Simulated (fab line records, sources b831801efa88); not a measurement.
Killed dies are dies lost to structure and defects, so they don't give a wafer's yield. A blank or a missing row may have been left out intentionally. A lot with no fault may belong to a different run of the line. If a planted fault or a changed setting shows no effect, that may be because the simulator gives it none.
One fault through the eyes of 2 desks    flow sky130    each desk has only its own numbers; what lay behind them comes last

== AT THE TOOL OWNER'S DESK: pvd sputter-02 ==
At SKY_METAL1_SPUTTER_04 (material TiN, target thk 70 nm, time 58.3 s) the tool's own readings: per lot run on this tool, the mean of the sampled wafers that have a number. Any lot whose mean is over 4 standard deviations away from the usual mean is out of limits and marked OUT; that distance is given in the brackets.
Columns: A = throttle valve pct at SKY_METAL1_SPUTTER_04, usual 30.6 %
lot   first seen here  A
L340  day 35 10:12     29.2
L348  day 38 01:37     30.3
L349  day 38 04:19     31.0
This desk found nothing out of limits on any of the 3 lots.

== FROM THE METROLOGY DESK ==
What the gauges read for every lot (on any tool): the sampled wafers with a number, averaged. Any lot whose mean is over 4 standard deviations away from the usual mean is out of limits and marked OUT; that distance is given in the brackets.
Columns: A = CONTACT_W_RS at SKY_CONTACT_RS_MEAS_25, usual 0.337 ohm/sq; B = CONTACT_W_THK at SKY_CONTACT_THK_MEAS_26, usual 337 nm; C = METAL1_ALCU_RS at SKY_METAL1_RS_MEAS_05, usual 0.1267 ohm/sq; D = METAL1_ALCU_THK at SKY_METAL1_THK_MEAS_06, usual 251.1 nm; E = cd nm at SKY_METAL1_CD_MEAS_15, usual 139.1 nm; F = METAL1_OVL at SKY_METAL1_OVL_MEAS_16, usual -4 nm
lot   first seen here  A      B    C       D      E      F
L331  day 32 04:18     0.338  337  0.1274  251.2  142.4  -10
L340  day 35 09:34     0.337  330  0.1273  250.1  139.2  -5
L348  day 38 01:02     0.336  338  0.1258  248.3  138.8  3
L349  day 38 03:44     0.337  334  0.1269  249.2  138.4  -4
L352  day 39 02:13     0.339  340  0.1244  254.4  137.7  0
L353  day 39 07:28     0.334  340  0.1267  250.3  140.2  0
This desk found nothing out of limits on any of the 6 lots.

== PUT TOGETHER ==
The tool owner's desk saw nothing out of limits.
From the metrology desk's view, nothing was out of limits.

== WHAT THE SIMULATOR HAD PUT IN ==
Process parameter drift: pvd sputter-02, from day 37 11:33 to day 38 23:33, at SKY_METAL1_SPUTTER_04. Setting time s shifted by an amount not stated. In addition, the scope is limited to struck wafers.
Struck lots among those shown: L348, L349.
